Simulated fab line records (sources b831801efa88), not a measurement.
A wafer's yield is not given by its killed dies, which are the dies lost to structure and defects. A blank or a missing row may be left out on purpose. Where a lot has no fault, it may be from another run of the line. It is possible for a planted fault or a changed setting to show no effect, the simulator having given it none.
Code-filled problem report in 8D (eight disciplines) form	flow gf180mcu	the parts of the form that need people (team, actions taken, sign-off) are left out

== 1. PROBLEM STATEMENT ==
oes_product_au at GF_POLY_GATE_ETCH_13 reads a mean of 0.872 a.u. on 4 wafers of 3 lots; wafers without a fault read 0.990 a.u. with a standard deviation of 0.007. Relative to the usual mean, that is a shift of -17 standard deviations.
The step: etches poly-Si in HBr/Cl2, stops on SiO2, target depth 198.5 nm, time 69.6 s.
First observed at day 12 10:52: wafer L926.5, on rie_si-02. At this step, 39 wafers from 14 lots have a number in the record. Rule for "out", or "out of limits": more than 4 standard deviations from the usual mean. Any other wafer with a number is counted as sound.

== 2. WHAT IT IS, WHAT IT ISN'T ==
question	is	is not
which readings at this step	oes_product_au	drypump_motor_current_A, he_backside_leak_sccm, throttle_valve_pct
which lots	L926, L927, L930	L915, L916, L918, L920, L921, L923, L924, L933, L934, L935, L938
which wafers of those lots	L926.5, L927.2, L927.5, L930.2	L926.4, L930.3
read on which tools	rie_si-02	rie_si-01
when	from day 12 10:52	up to then (22 sound wafers); but 13 sound wafers of L930, L933, L934, L935, L938 came after

== 3. WHAT RULES OUT EACH SUSPECT ==
Counting: any tool at a process step up to the reading remains a suspect provided it ran every lot that is out. Sound lots after the first of them don't rule it out here, since some wafers of a struck lot are sound.
- rie_si-02 at GF_POLY_GATE_ETCH_13 (etches poly-Si in HBr/Cl2, stops on SiO2, target depth 198.5 nm, time 69.6 s): kept. Every lot that is out went through it, the first being L926 (day 12 10:52); the last sound lot it ran before that was L924 (day 12 00:14). Out on those wafers are its own readings of oes_product_au.
The count leaves rie_si-02 at GF_POLY_GATE_ETCH_13.

== 4. THE CAUSE (what the simulator had put in) ==
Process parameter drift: rie_si-02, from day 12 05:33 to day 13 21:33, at GF_POLY_GATE_ETCH_13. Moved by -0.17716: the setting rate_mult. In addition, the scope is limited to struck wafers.
Counting left only this tool.

== 5. THE CHAIN OF EFFECTS, in route order ==
Rows list readings where the struck wafers' mean (over those with a number) sits beyond 3 standard deviations from the usual. Scope: only readings with a usual standard deviation given in the record; hours: median across lots of the time from each lot's start at the first step in this table that gives one to its start at this step; sigmas: change in usual standard deviations.
hours	step	reading	usual	on struck wafers	change	sigmas
0	GF_POLY_GATE_ETCH_13	oes_product_au	0.990 a.u.	0.872	-0.118	-17
Its process steps:
- GF_POLY_GATE_ETCH_13: etches poly-Si in HBr/Cl2, stops on SiO2, target depth 198.5 nm, time 69.6 s.

== 6. WHAT WOULD HAVE CAUGHT IT SOONER ==
In this record no reading fell out of limits until day 12 10:52, 5 hours after the fault had begun at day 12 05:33.
